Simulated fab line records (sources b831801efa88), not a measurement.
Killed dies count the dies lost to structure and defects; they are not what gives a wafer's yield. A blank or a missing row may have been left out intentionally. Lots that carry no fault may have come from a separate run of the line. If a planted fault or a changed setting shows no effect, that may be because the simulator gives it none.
fab line records	flow sky130
[record] lots = 6	wafers = 18	last_day = 50
route steps=708 shown VIA2@521 METAL3@532 CAPM@537 PAD_OPEN@708
lots untouched by any fault: they come from a run of this same line in which no faults occurred
start_h: hours from the record's opening day to when the first of the lot's shown wafers began	wait_h: hours since the lot's step before	" the same as in the row above	L1.1+2: a row that stands for several wafers	- no value, or no start given	* or withheld: withheld	< > ~ a bound
route shown NAME@n: NAME is a module with steps in the file, n the number in the route of the first one	usual: mean/standard deviation taken from wafers without a fault	same: alike in all rows	chamber/n: place in a boat	sites: the reading at each site	_std_site: their standard deviation	_edge_site: mean of outer sites minus mean of inner sites	radius_mm: for every site, how far away it sits from the centre of the wafer	mask NAME#n: copy n	behind: the last tool/chamber to shape the wafer	hold: the reason the lot was held/the length of the hold in hours/how it ended	device: the transistor (n, p or np) that didn't switch	end of line: tests of these same wafers at the route's end	where a step has no rows: the recipe by itself	killed: count of dies lost to structure and defects at first sort (not the wafer's yield)	map: per-die view of a wafer (x killed, . not killed, _ where there is no die)
set.NAME: the run value of the setting; set.NAME@STEP: its run value at that earlier step	model.NAME: the simulator's own value behind a step, which no gauge read
certain route steps with their lots: each step a table, each wafer a row
services: when a tool's chamber went out of use (start_h, in hours from the record's first day, below 0 if earlier), for how many hours, and the reason
[[steps]]
[step SKY_VIA2_ETCH_14]
[recipe] chemistry = N2/H2	target = BARC	ion_energy_ev = 200	source_w = 500	bias_w = 100	pressure_mtorr = 30	n2_flow_sccm = 100	h2_flow_sccm = 200	stop_on = SiO2	time_s = 45.9	target_depth_a = 600
[step SKY_VIA2_ETCH_15]
[recipe] target = SiO2	chemistry = C4F8/O2/Ar	target_depth_nm = 546	stop_on = TiN	mask_material = KrF-thick	source_w = 1500	bias_w = 1200	pressure_mtorr = 40	c4f8_flow_sccm = withheld	O2_flow_sccm = 6	Ar_flow_sccm = 300	time_s = 84
[usual] oes_product_au = 0.939/0.0041	rf_fwd_power_W = 1489/5.4
lot.wafer	tool	chamber	start_h	wait_h	oes_product_au	rf_fwd_power_W	rf_hours_counter_h
L826.2	rie_diel-04	2	870.10	0.0	0.938	1495	4
L826.3	"	0	"	"	0.935	1483	10
L826.4	"	1	"	"	0.945	1488	9
L827.2	rie_diel-04	0	882.58	0.0	0.934	1486	11
L827.3	"	3	"	"	0.942	1496	13
L827.5	"	2	"	"	0.929	1500	-
L828.3	rie_diel-01	0	900.76	0.0	0.932	1495	24
L828.5	"	0	"	"	0.943	1492	-
L828.6	"	1	"	"	0.931	1495	-
L836.1	rie_diel-01	1	955.86	0.0	0.940	1491	20
L836.2	"	2	"	"	0.943	1487	4
L836.4	"	1	"	"	0.944	1487	-
L839.1	rie_diel-02	2	973.63	0.0	0.945	1501	17
L839.4	"	0	"	"	0.936	1485	28
L839.6	"	1	"	"	0.938	1496	-
L845.1	rie_diel-01	2	1010.11	0.0	0.942	1491	7
L845.3	"	1	"	"	0.945	1490	22
L845.4	"	0	"	"	0.935	1492	-
[step SKY_VIA2_STRIP_16]
[recipe] chemistry = O2/N2	power_w = 1400	pressure_mtorr = 1500	platen_temp_c = withheld	o2_flow_sccm = 3000	n2_flow_sccm = 300	overash_fraction = 0.5
[step SKY_VIA2_STRIP_17]
[recipe] chemistry = post_etch_residue_remover	time_s = 1200	temp_c = 72.5
[step SKY_VIA2_CLEAN_18]
[recipe] chemistry = IPA	time_s = 180	temp_c = 25
[step SKY_VIA2_CLEAN_19]
[recipe] chemistry = O3/DIW	dry = n2_spin
[step SKY_VIA2_SPUTTER_20]
[recipe] material = TiN	target_thk_nm = 20	chamber_pressure_pa = 5	power_w = 4000	time_s = 80
[step SKY_VIA2_CVD_21]
[recipe] material = W	target_thk_nm = 420	time_s = 126.4	temp_c = 400	pressure_torr = 40
[usual] heater_power_w = 764/44
lot.wafer	tool	chamber	start_h	wait_h	heater_power_w
L826.2	cvd_w-01	1	870.82	0.0	698
L826.3	"	0	"	"	807
L826.4	"	1	"	"	697
L827.2	cvd_w-01	1	883.30	0.0	704
L827.3	"	1	"	"	690
L827.5	"	0	"	"	781
L828.3	cvd_w-02	1	901.52	0.1	770
L828.5	"	1	"	"	774
L828.6	"	0	"	"	827
L836.1	cvd_w-01	0	956.57	0.0	797
L836.2	"	0	"	"	804
L836.4	"	0	"	"	816
L839.1	cvd_w-01	0	974.38	0.0	803
L839.4	"	0	"	"	794
L839.6	"	1	"	"	705
L845.1	cvd_w-01	0	1010.82	0.0	802
L845.3	"	1	"	"	713
L845.4	"	0	"	"	778
[step SKY_VIA2_RS_MEAS_22]
[recipe] thk_meas_gauge = four-point-probe	reads = W_of_VIA2_CVD_21+TiN_of_VIA2_SPUTTER_20
[usual] VIA2_W_RS = 0.272/0.0035
lot.wafer	tool	chamber	start_h	wait_h	VIA2_W_RS[ohm/sq]
L826.2	film_metro-03	-	870.97	0.1	0.274
L826.3	"	-	"	"	0.269
L826.4	"	-	"	"	0.276
L827.2	film_metro-01	-	883.45	0.1	0.270
L827.3	"	-	"	"	0.270
L827.5	"	-	"	"	0.266
L828.3	film_metro-02	-	901.64	0.1	0.275
L828.5	"	-	"	"	0.277
L828.6	"	-	"	"	0.275
L836.1	film_metro-02	-	956.83	0.2	0.268
L836.2	"	-	"	"	0.266
L836.4	"	-	"	"	0.266
L839.1	film_metro-02	-	974.51	0.1	0.269
L839.4	"	-	"	"	0.272
L839.6	"	-	"	"	0.273
L845.1	film_metro-02	-	1010.95	0.1	0.272
L845.3	"	-	"	"	0.274
L845.4	"	-	"	"	0.271
[step SKY_VIA2_THK_MEAS_23]
[recipe] thk_meas_gauge = xrf	reads = W_of_VIA2_CVD_21
[usual] VIA2_W_THK = 428/6.3
lot.wafer	tool	chamber	start_h	wait_h	VIA2_W_THK[nm]
L826.2	film_metro-03	-	871.08	0.1	417
L826.3	"	-	"	"	426
L826.4	"	-	"	"	416
L827.2	film_metro-01	-	883.56	0.1	429
L827.3	"	-	"	"	431
L827.5	"	-	"	"	437
L828.3	film_metro-02	-	901.74	0.1	421
L828.5	"	-	"	"	418
L828.6	"	-	"	"	421
L836.1	film_metro-02	-	956.95	0.1	427
L836.2	"	-	"	"	431
L836.4	"	-	"	"	428
L839.1	film_metro-02	-	974.63	0.1	431
L839.4	"	-	"	"	428
L839.6	"	-	"	"	429
L845.1	film_metro-02	-	1011.07	0.1	428
L845.3	"	-	"	"	427
L845.4	"	-	"	"	425
[step SKY_VIA2_CMP_24]
[recipe] stop_on = SiO2	t_overpolish_s = 20	down_force_psi = 3.5	platen_rpm = 60	target_thk_nm = 0	pad_velocity_m_s = 0.94248
[step SKY_METAL3_SPUTTER_00]
[recipe] material = Ti	target_thk_nm = 15	power_w = 3000	time_s = 10	chamber_pressure_pa = 0.4
[usual] throttle_valve_pct = 29.9/0.83
lot.wafer	tool	chamber	start_h	wait_h	throttle_valve_pct
L826.2	pvd_sputter-01	-	871.43	0.2	28.8
L826.3	"	-	"	"	29.3
L826.4	"	-	"	"	29.8
L827.2	pvd_sputter-02	-	883.91	0.2	29.6
L827.3	"	-	"	"	29.5
L827.5	"	-	"	"	30.2
L828.3	pvd_sputter-02	-	902.09	0.1	30.6
L828.5	"	-	"	"	30.2
L828.6	"	-	"	"	29.4
L836.1	pvd_sputter-01	-	957.46	0.2	29.6
L836.2	"	-	"	"	29.0
L836.4	"	-	"	"	30.7
L839.1	pvd_sputter-01	-	974.99	0.1	28.9
L839.4	"	-	"	"	30.5
L839.6	"	-	"	"	29.6
L845.1	pvd_sputter-02	-	1011.43	0.2	30.5
L845.3	"	-	"	"	29.6
L845.4	"	-	"	"	30.2
[step SKY_METAL3_SPUTTER_01]
[recipe] material = TiN	target_thk_nm = 20	power_w = 6500	time_s = 16.7	chamber_pressure_pa = 0.4
[usual] throttle_valve_pct = 29.9/0.84
lot.wafer	tool	chamber	start_h	wait_h	throttle_valve_pct
L826.2	pvd_sputter-01	-	871.45	0.0	28.6
L826.3	"	-	"	"	29.2
L826.4	"	-	"	"	29.6
L827.2	pvd_sputter-02	-	883.94	0.0	29.6
L827.3	"	-	"	"	29.9
L827.5	"	-	"	"	30.5
L828.3	pvd_sputter-02	-	902.11	0.0	30.7
L828.5	"	-	"	"	30.2
L828.6	"	-	"	"	29.5
L836.1	pvd_sputter-01	-	957.48	0.0	29.9
L836.2	"	-	"	"	28.9
L836.4	"	-	"	"	30.6
L839.1	pvd_sputter-01	-	975.01	0.0	28.8
L839.4	"	-	"	"	30.6
L839.6	"	-	"	"	29.9
L845.1	pvd_sputter-02	-	1011.46	0.0	30.2
L845.3	"	-	"	"	29.6
L845.4	"	-	"	"	30.4
[step SKY_METAL3_SPUTTER_02]
[recipe] material = AlCu	target_thk_nm = 735	power_w = 10600	time_s = 39.1	chamber_pressure_pa = 0.4
[step SKY_METAL3_SPUTTER_03]
[recipe] material = Ti	target_thk_nm = 5	power_w = 3000	time_s = 3.3	chamber_pressure_pa = 0.4
[step SKY_METAL3_SPUTTER_04]
[recipe] material = TiN	target_thk_nm = 70	power_w = 6500	time_s = 58.3	chamber_pressure_pa = 0.4
[step SKY_CAPM_CVD_00]
[recipe] material = SiO2	target_thk_nm = 15.5	temp_c = 400	time_s = withheld	rf_w = 450
[step SKY_CAPM_THK_MEAS_01]
[recipe] reads = SiO2_of_CAPM_CVD_00
[usual] CAPM_CVD_00_THK = 15.50/0.21
lot.wafer	tool	chamber	start_h	wait_h	CAPM_CVD_00_THK[nm]
L826.2	film_metro-01	-	871.62	-	15.41
L826.3	"	-	"	"	15.47
L826.4	"	-	"	"	15.82
L827.2	film_metro-01	-	884.10	-	15.43
L827.3	"	-	"	"	15.54
L827.5	"	-	"	"	15.58
L828.3	film_metro-04	-	902.29	-	15.71
L828.5	"	-	"	"	15.74
L828.6	"	-	"	"	15.90
L836.1	film_metro-01	-	957.64	-	15.71
L836.2	"	-	"	"	15.71
L836.4	"	-	"	"	15.66
L839.1	film_metro-01	-	975.17	-	15.08
L839.4	"	-	"	"	15.39
L839.6	"	-	"	"	15.45
L845.1	film_metro-01	-	1011.62	-	15.52
L845.3	"	-	"	"	15.89
L845.4	"	-	"	"	15.52
[step SKY_CAPM_SPUTTER_02]
[recipe] material = TiN	target_thk_nm = 200	temp_c = 300	power_w = 6500	time_s = 166.7	chamber_pressure_pa = 0.4
[usual] throttle_valve_pct = 29.6/0.67
lot.wafer	tool	chamber	start_h	wait_h	throttle_valve_pct
L826.2	pvd_sputter-03	-	871.67	0.0	28.9
L826.3	"	-	"	"	29.9
L826.4	"	-	"	"	29.0
L827.2	pvd_sputter-03	-	884.15	0.0	30.1
L827.3	"	-	"	"	30.3
L827.5	"	-	"	"	30.0
L828.3	pvd_sputter-03	-	902.33	0.0	29.0
L828.5	"	-	"	"	30.3
L828.6	"	-	"	"	30.3
L836.1	pvd_sputter-02	-	957.70	0.1	29.5
L836.2	"	-	"	"	30.2
L836.4	"	-	"	"	30.0
L839.1	pvd_sputter-03	-	975.23	0.1	28.7
L839.4	"	-	"	"	29.9
L839.6	"	-	"	"	30.4
L845.1	pvd_sputter-03	-	1011.68	0.1	30.0
L845.3	"	-	"	"	30.3
L845.4	"	-	"	"	29.2
[step SKY_CAPM_RS_MEAS_03]
[recipe] thk_meas_gauge = four-point-probe	reads = TiN_of_CAPM_SPUTTER_02
[usual] CAPM_TIN_RS = 6.91/0.063
lot.wafer	tool	chamber	start_h	wait_h	CAPM_TIN_RS[ohm/sq]
L826.2	film_metro-03	-	871.80	0.1	6.89
L826.3	"	-	"	"	6.96
L826.4	"	-	"	"	6.90
L827.2	film_metro-04	-	884.28	0.1	6.90
L827.3	"	-	"	"	6.83
L827.5	"	-	"	"	6.90
L828.3	film_metro-03	-	902.48	0.1	6.94
L828.5	"	-	"	"	6.92
L828.6	"	-	"	"	7.00
L836.1	film_metro-01	-	957.81	0.1	6.88
L836.2	"	-	"	"	6.87
L836.4	"	-	"	"	6.88
L839.1	film_metro-01	-	975.33	0.1	6.98
L839.4	"	-	"	"	7.02
L839.6	"	-	"	"	7.01
L845.1	film_metro-03	-	1011.80	0.1	6.99
L845.3	"	-	"	"	6.91
L845.4	"	-	"	"	6.93
[step SKY_CAPM_THK_MEAS_04]
[recipe] thk_meas_gauge = xrf	reads = TiN_of_CAPM_SPUTTER_02
[usual] CAPM_TIN_THK = 200.0/1.7
lot.wafer	tool	chamber	start_h	wait_h	CAPM_TIN_THK[nm]
L826.2	film_metro-03	-	871.91	0.1	200.5
L826.3	"	-	"	"	199.0
L826.4	"	-	"	"	199.7
L827.2	film_metro-04	-	884.39	0.1	201.2
L827.3	"	-	"	"	202.4
L827.5	"	-	"	"	201.2
L828.3	film_metro-03	-	902.58	0.1	199.2
L828.5	"	-	"	"	200.1
L828.6	"	-	"	"	197.4
L836.1	film_metro-01	-	957.93	0.1	200.0
L836.2	"	-	"	"	201.3
L836.4	"	-	"	"	201.0
L839.1	film_metro-01	-	975.45	0.1	198.1
L839.4	"	-	"	"	196.6
L839.6	"	-	"	"	197.4
L845.1	film_metro-03	-	1011.92	0.1	199.8
L845.3	"	-	"	"	200.6
L845.4	"	-	"	"	200.5
[step SKY_CAPM_DEHYDRATE_05]
[recipe] temp_c = 200	time_s = 60
[step SKY_CAPM_HMDS_06]
[recipe] prime_time_s = 60	prime_temp_c = 120
[step SKY_CAPM_COAT_07]
[recipe] resist = NOVOLAK	spin_rpm = 3000	resist_thk_nm = 1140
[step SKY_CAPM_SOFTBAKE_08]
[recipe] temp_c = 90	time_s = 60	resist = NOVOLAK
[step SKY_CAPM_EXPOSE_09]
[recipe] mask_id = CAPM	na = 0.6	source_shape = conventional	sigma_outer = 0.6	polarization = unpolarized	target_cd_nm = 1000	dose_mj = 159
[step SKY_CAPM_PEB_10]
[recipe] temp_c = withheld	time_s = *	resist = NOVOLAK
[step SKY_CAPM_DEVELOP_11]
[recipe] resist = NOVOLAK	developer = TMAH	develop_time_s = 60	dev_temp_c = 23
[step SKY_CAPM_OVL_MEAS_12]
[usual] CAPM_OVL = 0.4/1.6
lot.wafer	tool	chamber	start_h	wait_h	CAPM_OVL[nm]
L826.2	overlay-01	-	897.26	0.1	2.1
L826.3	"	-	"	"	0.3
L826.4	"	-	"	"	0.2
L827.2	overlay-01	-	909.46	0.1	0.3
L827.3	"	-	"	"	-0.1
L827.5	"	-	"	"	0.4
L828.3	overlay-01	-	927.47	0.1	-1.4
L828.5	"	-	"	"	-0.1
L828.6	"	-	"	"	-0.8
L836.1	overlay-02	-	981.51	0.1	1.4
L836.2	"	-	"	"	3.9
L836.4	"	-	"	"	1.2
L839.1	overlay-01	-	998.36	0.1	-1.8
L839.4	"	-	"	"	0.5
L839.6	"	-	"	"	-2.9
L845.1	overlay-02	-	1034.21	0.1	-2.0
L845.3	"	-	"	"	0.0
L845.4	"	-	"	"	-4.0
[step SKY_CAPM_METAL_ETCH_13]
[recipe] target_depth_nm = 220	stop_on = SiO2	chemistry = Cl2/BCl3	target = TiN	pressure_mtorr = 10	icp_w = 900	bias_w = 48.5	Cl2_flow_sccm = 60	bcl3_flow_sccm = 30	time_s = 62.9
[usual] drypump_motor_current_A = 5.8/0.53	oes_product_au = 0.940/0.0071	rf_fwd_power_W = 892/3.1	throttle_valve_pct = 21.901/0.0083
lot.wafer	tool	chamber	start_h	wait_h	drypump_motor_current_A	oes_product_au	rf_fwd_power_W	rf_hours_counter_h	throttle_valve_pct
L826.2	rie_metal-04	0	897.29	0.0	5.7	0.934	890	6	21.914
L826.3	"	1	"	"	6.2	0.928	898	-	21.904
L826.4	"	0	"	"	5.6	0.936	894	-	21.904
L827.2	rie_metal-03	1	909.49	0.0	5.6	0.935	898	2	21.887
L827.3	"	0	"	"	6.2	0.941	887	-	21.894
L827.5	"	0	"	"	6.2	0.947	893	-	21.910
L828.3	rie_metal-01	1	927.54	0.1	4.9	0.933	893	-	21.908
L828.5	"	1	"	"	4.9	0.949	892	-	21.899
L828.6	"	1	"	"	4.9	0.939	890	-	21.895
L836.1	rie_metal-01	0	981.54	0.0	6.4	0.941	892	2	21.897
L836.2	"	1	"	"	4.9	0.943	890	11	21.892
L836.4	"	0	"	"	6.4	0.953	890	-	21.897
L839.1	rie_metal-01	1	998.40	0.0	4.9	0.937	889	12	21.885
L839.4	"	1	"	"	4.9	0.937	889	-	21.904
L839.6	"	1	"	"	4.9	0.934	886	-	21.923
L845.1	rie_metal-01	0	1034.25	0.0	6.4	0.937	893	5	21.908
L845.3	"	1	"	"	4.9	0.940	888	-	21.917
L845.4	"	0	"	"	6.4	0.937	894	-	21.901
[step SKY_CAPM_STRIP_14]
[recipe] chemistry = O2/N2	power_w = 1400	pressure_mtorr = 1500	platen_temp_c = withheld	o2_flow_sccm = 3000	n2_flow_sccm = 300	overash_fraction = 0.5
[step SKY_CAPM_STRIP_15]
[recipe] chemistry = post_etch_residue_remover	time_s = 1200	temp_c = 72.5
[step SKY_CAPM_CLEAN_16]
[recipe] chemistry = IPA	time_s = 180	temp_c = 25
[step SKY_CAPM_CLEAN_17]
[recipe] chemistry = O3/DIW	dry = n2_spin
[step SKY_METAL3_DEHYDRATE_05]
[recipe] temp_c = 200	time_s = 60
[step SKY_METAL3_HMDS_06]
[recipe] prime_time_s = 60	prime_temp_c = 120
[step SKY_METAL3_COAT_07]
[recipe] resist = BARC	temp_c = withheld	time_s = withheld	spin_rpm = 3000	resist_thk_nm = 60
[step SKY_METAL3_COAT_08]
[recipe] resist = KrF-thick	spin_rpm = 3000	resist_thk_nm = 1140
[step SKY_METAL3_SOFTBAKE_09]
[recipe] temp_c = 100	time_s = 90	resist = KrF-thick
[step SKY_METAL3_EXPOSE_10]
[recipe] mask_id = MM3	na = 0.68	source_shape = annular	sigma_inner = 0.4	sigma_outer = 0.8	target_cd_nm = 300	dose_mj = 28
[step SKY_METAL3_PEB_11]
[recipe] peb_temp_c = withheld	peb_time_s = withheld	resist = KrF-thick
[step SKY_METAL3_DEVELOP_12]
[recipe] develop_time_s = 60	resist = KrF-thick	dev_temp_c = 21
[step SKY_PAD_OPEN_PROBE_99]
[usual] defect_limited_yield = 82.5/1.9	killed_at_M0_to_M3 = 44/7.2	killed_at_M4_up = 2.9/1.8	killed_at_contacts = 24/5.6	killed_at_front_end = 15/4.2	killed_at_other = 0.4/0.71	killed_dies = 86/9.2	killed_on_rim = 16/3.6	killed_open = 47/7.2	killed_short = 39/5.7	sort_bin_3_pad_short = 0.9/0.4	sort_bin_5_function = 10.2/1.6	sort_bin_6_memory = 6.4/1.2	sort_n_pass = 406/9.2	sort_yield_pct = 82.5/1.9
[same] gross_dies = 492	killed_at_back_side = 0	sort_bin_4_leakage[%] = 0	sort_bin_8_speed[%] = 0
lot.wafer	tool	chamber	start_h	wait_h	hold	defect_limited_yield[%]	killed_at_M0_to_M3	killed_at_M4_up	killed_at_contacts	killed_at_front_end	killed_at_other	killed_dies	killed_on_rim	killed_open	killed_short	sort_bin_3_pad_short[%]	sort_bin_5_function[%]	sort_bin_6_memory[%]	sort_n_pass	sort_yield_pct[%]	model.etest.tester.sort_n_pass	model.etest.tester.sort_yield_pct	model.etest.tester.sort_bin_5_pct	model.etest.tester.sort_bin_3_pct
L826.2	prober-01	-	1095.53	0.1	-	83.3	47	4	18	13	0	82	21	44	38	0.4	10.2	6.1	410	83.3	410	83.33	10.16	0.4065
L826.3	prober-01	-	1095.58	0.2	-	80.9	33	2	29	30	0	94	13	51	42	0.6	13.2	5.3	398	80.9	398	80.89	13.21	0.6098
L826.4	prober-01	-	1095.63	0.2	-	84.1	36	3	23	16	0	78	17	42	35	0.4	9.8	5.7	414	84.1	414	84.15	9.756	0.4065
L827.2	prober-02	-	1105.11	0.1	-	84.3	36	2	28	11	0	77	14	37	40	1.0	8.1	6.5	415	84.3	415	84.35	8.13	1.016
L827.3	prober-02	-	1105.16	0.2	-	81.5	46	2	29	13	1	91	26	51	40	1.2	10.4	6.9	401	81.5	401	81.5	10.37	1.22
L827.5	prober-02	-	1105.26	0.2	-	80.9	41	7	29	17	0	94	17	50	44	0.8	11.8	6.5	398	80.9	398	80.89	11.79	0.813
L828.3	prober-02	-	1118.17	0.2	-	84.8	51	1	12	11	0	75	14	47	27	0.2	8.9	6.1	417	84.8	417	84.76	8.943	0.2033
L828.5	prober-02	-	1118.27	0.2	-	82.1	56	4	12	14	2	88	17	41	47	1.4	7.7	8.7	404	82.1	404	82.11	7.724	1.423
L828.6	prober-02	-	1118.32	0.2	-	81.1	43	2	29	19	0	93	13	47	45	1.2	8.9	8.7	399	81.1	399	81.1	8.943	1.22
L836.1	prober-01	-	1160.35	0.1	await_dispo/2.1h/release	86.4	37	3	12	15	0	67	17	35	32	1.0	8.7	3.9	425	86.4	425	86.38	8.74	1.016
L836.2	prober-01	-	1160.40	0.1	await_dispo/2.1h/release	87.0	28	2	20	14	0	64	14	34	30	0.6	8.1	4.3	428	87.0	428	86.99	8.13	0.6098
L836.4	prober-01	-	1160.50	0.2	await_dispo/2.1h/release	76.6	82	2	21	10	0	115	29	37	34	3.7	14.6	5.1	377	76.6	377	76.63	14.63	3.659
L839.1	prober-02	-	1172.83	0.1	await_dispo/4.7h/release	83.7	48	0	20	11	1	80	10	41	39	1.0	9.6	5.7	412	83.7	412	83.74	9.553	1.016
L839.4	prober-02	-	1172.98	0.2	await_dispo/4.7h/release	75.4	91	4	19	7	0	121	25	40	33	5.3	14.0	5.3	371	75.4	371	75.41	14.02	5.285
L839.6	prober-02	-	1173.08	0.2	await_dispo/4.7h/release	80.7	49	3	24	19	0	95	16	47	48	2.0	11.2	6.1	397	80.7	397	80.69	11.18	2.033
L845.1	prober-01	-	1200.18	0.1	-	83.9	37	4	22	16	0	79	13	38	40	1.6	7.9	6.5	413	83.9	413	83.94	7.927	1.626
L845.3	prober-01	-	1200.28	0.2	-	82.3	47	3	19	18	0	87	19	45	41	0.4	11.2	6.1	405	82.3	405	82.32	11.18	0.4065
L845.4	prober-01	-	1200.33	0.2	-	85.4	35	4	21	11	1	72	18	41	29	0.6	9.6	4.5	420	85.4	420	85.37	9.553	0.6098
// killed by level:class
L826.2 VIA1:geometric_particle:open=16 VIA1:geometric_particle:short=12 CONTACT:geometric_particle:open=6 POLY_GATE:geometric_particle:short=5 LI_CONTACT:geometric_particle:open=5 CONTACT:geometric_particle:short=4 FIELD_ISO:geometric_particle:open=3 LOCAL_INTERCONNECT:geometric_particle:short=3
L826.3 CONTACT:geometric_particle:open=13 VIA1:geometric_particle:open=9 FIELD_ISO:geometric_particle:short=8 POLY_GATE:geometric_particle:open=7 CONTACT:geometric_particle:short=7 FIELD_ISO:geometric_particle:open=5 POLY_GATE:geometric_particle:short=5 LI_CONTACT:geometric_particle:open=5
L826.4 CONTACT:geometric_particle:open=10 VIA1:geometric_particle:open=8 METAL2:geometric_particle:short=7 FIELD_ISO:geometric_particle:open=6 LI_CONTACT:geometric_particle:open=6 METAL1:geometric_particle:short=6 VIA3:geometric_particle:open=4 POLY_GATE:geometric_particle:short=3
L827.2 CONTACT:geometric_particle:open=13 VIA1:geometric_particle:short=7 POLY_GATE:geometric_particle:short=5 CONTACT:geometric_particle:short=5 VIA3:geometric_particle:short=5 LI_CONTACT:geometric_particle:open=4 VIA1:geometric_particle:open=4 METAL2:geometric_particle:short=4
L827.3 CONTACT:geometric_particle:open=11 VIA1:geometric_particle:open=9 VIA2:geometric_particle:open=7 LI_CONTACT:geometric_particle:open=7 CONTACT:geometric_particle:short=7 VIA3:geometric_particle:open=7 VIA1:geometric_particle:short=6 METAL1:geometric_particle:short=5
L827.5 CONTACT:geometric_particle:open=12 VIA1:geometric_particle:open=10 VIA2:geometric_particle:open=10 VIA1:geometric_particle:short=7 FIELD_ISO:geometric_particle:short=6 LI_CONTACT:geometric_particle:open=6 CONTACT:geometric_particle:short=6 METAL4:geometric_particle:short=6
L828.3 VIA1:geometric_particle:open=13 VIA1:geometric_particle:short=7 VIA2:geometric_particle:open=7 VIA3:geometric_particle:open=7 CONTACT:geometric_particle:open=5 METAL2:geometric_particle:short=4 LI_CONTACT:geometric_particle:open=4 FIELD_ISO:geometric_particle:short=3
L828.5 VIA1:geometric_particle:open=12 VIA3:geometric_particle:open=10 METAL1:geometric_particle:short=6 VIA1:geometric_particle:short=6 FIELD_ISO:geometric_particle:short=5 LOCAL_INTERCONNECT:geometric_particle:short=5 VIA2:geometric_particle:open=5 VIA2:geometric_particle:short=5
L828.6 VIA1:geometric_particle:open=12 CONTACT:geometric_particle:open=11 VIA3:geometric_particle:open=7 LOCAL_INTERCONNECT:geometric_particle:short=6 VIA2:geometric_particle:short=6 LI_CONTACT:geometric_particle:open=5 METAL1:geometric_particle:short=5 POLY_GATE:geometric_particle:short=4
L836.1 VIA1:geometric_particle:open=11 VIA1:geometric_particle:short=8 CONTACT:geometric_particle:open=5 METAL1:geometric_particle:short=5 VIA2:geometric_particle:open=5 FIELD_ISO:geometric_particle:open=4 METAL3:geometric_particle:short=4 LOCAL_INTERCONNECT:geometric_particle:short=3
L836.2 METAL1:geometric_particle:short=7 LOCAL_INTERCONNECT:geometric_particle:short=6 LI_CONTACT:geometric_particle:open=5 CONTACT:geometric_particle:open=5 FIELD_ISO:geometric_particle:open=4 VIA1:geometric_particle:short=4 VIA1:geometric_particle:open=4 VIA2:geometric_particle:open=4
L836.4 METAL3:unspecified=44 VIA1:geometric_particle:open=14 VIA1:geometric_particle:short=8 LI_CONTACT:geometric_particle:open=7 CONTACT:geometric_particle:open=6 LI_CONTACT:geometric_particle:short=5 METAL1:geometric_particle:short=4 METAL2:geometric_particle:short=3
L839.1 VIA1:geometric_particle:open=10 METAL1:geometric_particle:short=9 VIA1:geometric_particle:short=9 CONTACT:geometric_particle:open=7 LI_CONTACT:geometric_particle:open=6 VIA2:geometric_particle:open=6 LI_CONTACT:geometric_particle:short=4 FIELD_ISO:geometric_particle:short=3
L839.4 METAL3:unspecified=48 VIA1:geometric_particle:open=14 VIA2:geometric_particle:open=8 CONTACT:geometric_particle:short=5 CONTACT:geometric_particle:open=5 FIELD_ISO:geometric_particle:short=4 LI_CONTACT:geometric_particle:open=4 METAL2:geometric_particle:short=4
L839.6 VIA1:geometric_particle:open=18 FIELD_ISO:geometric_particle:open=8 METAL2:geometric_particle:short=8 CONTACT:geometric_particle:open=8 CONTACT:geometric_particle:short=6 LI_CONTACT:geometric_particle:short=4 METAL1:geometric_particle:short=4 VIA1:geometric_particle:short=4
L845.1 VIA1:geometric_particle:open=7 CONTACT:geometric_particle:short=6 CONTACT:geometric_particle:open=6 VIA1:geometric_particle:short=6 LI_CONTACT:geometric_particle:open=5 METAL1:geometric_particle:short=5 LOCAL_INTERCONNECT:geometric_particle:short=4 METAL2:geometric_particle:short=4
L845.3 VIA1:geometric_particle:open=13 CONTACT:geometric_particle:open=8 VIA2:geometric_particle:open=8 METAL1:geometric_particle:short=7 METAL2:geometric_particle:short=7 FIELD_ISO:geometric_particle:short=6 FIELD_ISO:geometric_particle:open=5 CONTACT:geometric_particle:short=4
L845.4 VIA1:geometric_particle:open=7 CONTACT:geometric_particle:open=7 METAL1:geometric_particle:open=5 VIA3:geometric_particle:open=5 POLY_GATE:geometric_particle:open=4 LI_CONTACT:geometric_particle:open=4 LOCAL_INTERCONNECT:geometric_particle:short=4 VIA1:geometric_particle:short=4
// map L836.4 (x killed, . not)
__________...x..xxx._________
________..........x..._______
______.........x.xxx.xx._____
_____........x.....x.....____
____x.....x....x.....xx...___
___......x..x.....x.x.x..x.__
__....x...........x.x......._
_......x..x..................
_...........x..............x.
_x.x................x.x......
_.................x...x......
_.......xx...x.x......x.....x
_......x.x...................
_......x..x........xx.....xx.
_.........x...x.x............
__.x.......xx.x..x....xxx..._
___.x..xxx.x.x.....x....xx.__
____..xxxxxxx.xx..........___
_____xxxxxxxxxx..........____
______xxxxxxxxxx.....x.._____
________xxxxxxx......x_______
__________xxxxxx...._________
// map L839.4 (x killed, . not)
__________.x........_________
________.....xxxx..x.._______
______...........x.x...._____
_____....xx....xxxx...xx.____
____......................___
___................x.x.....__
__.........x.....x....x....._
_...x.............x..........
_...x...x...xx..xx..........x
_x........x..................
_..................x....x..x.
_.........x.....x...x...x.x..
_.x..x.....x.....x........x..
_....xxx.xx.x....x.xx........
_....x..x....................
__.xx..x.....x..........xx.x_
___....xxxxxxx......x...x..__
____xx.xxxxxxxx.xx........___
_____xxxxxxxxxxx.........____
______xxxxxxxxxx........_____
________xxxxxxx.x...x._______
__________xxxxxx...x_________
[[services]]
tool	chamber	start_h	hours	kind
rie_metal-03	-	849.48	6.8	repair
pvd_sputter-01	-	850.76	3.4	repair
rie_diel-04	3	853.60	5.3	repair
pvd_sputter-03	-	853.92	0.7	repair
pvd_sputter-02	-	854.44	0.8	repair
rie_diel-04	2	859.43	5.2	repair
rie_diel-04	1	862.74	3.2	repair
rie_diel-01	3	891.22	4.3	repair
cvd_w-01	1	905.00	2.7	repair
pvd_sputter-03	-	905.86	16.3	repair
pvd_sputter-03	-	923.71	4.6	repair
rie_diel-04	0	929.67	6.4	repair
pvd_sputter-03	-	944.22	2.4	repair
rie_diel-01	3	947.52	70.4	repair
cvd_w-01	1	953.36	3.8	repair
rie_diel-04	1	958.76	5.8	repair
rie_metal-01	-	975.43	2.8	pm
rie_diel-01	0	976.53	17.7	repair
cvd_w-01	-	982.60	1.0	repair
pvd_sputter-01	-	983.36	9.2	repair
cvd_w-01	-	1017.93	4.3	repair
pvd_sputter-03	-	1018.01	11.2	repair
rie_diel-04	1	1030.43	10.5	repair
cvd_w-01	1	1032.64	9.4	repair
[[key]]
[first_sign] step = SKY_PAD_OPEN_PROBE_99	reading = sort_bin_3_pad_short	direction = up	sigmas = 9	usual = 0.9	struck = 4.5
[effect] step = SKY_PAD_OPEN_PROBE_99	reading = killed_at_M0_to_M3	direction = up	sigmas = 5.9	usual = 44	struck = 86
[model_effect] step = SKY_PAD_OPEN_PROBE_99	value = etest.tester.sort_n_pass	without = 413.5	struck = 374
met_at SKY_METAL3_SPUTTER_01
struck_wafers L836.4,L839.4
[fault] kind = chamber_particle_source	tool = pvd_sputter-01	chamber = -	onset_h = 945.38	steps = SKY_METAL3_SPUTTER_01	rate_per_visit_cm2 = 1.623	end_h = 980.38	scope = struck_wafers_only
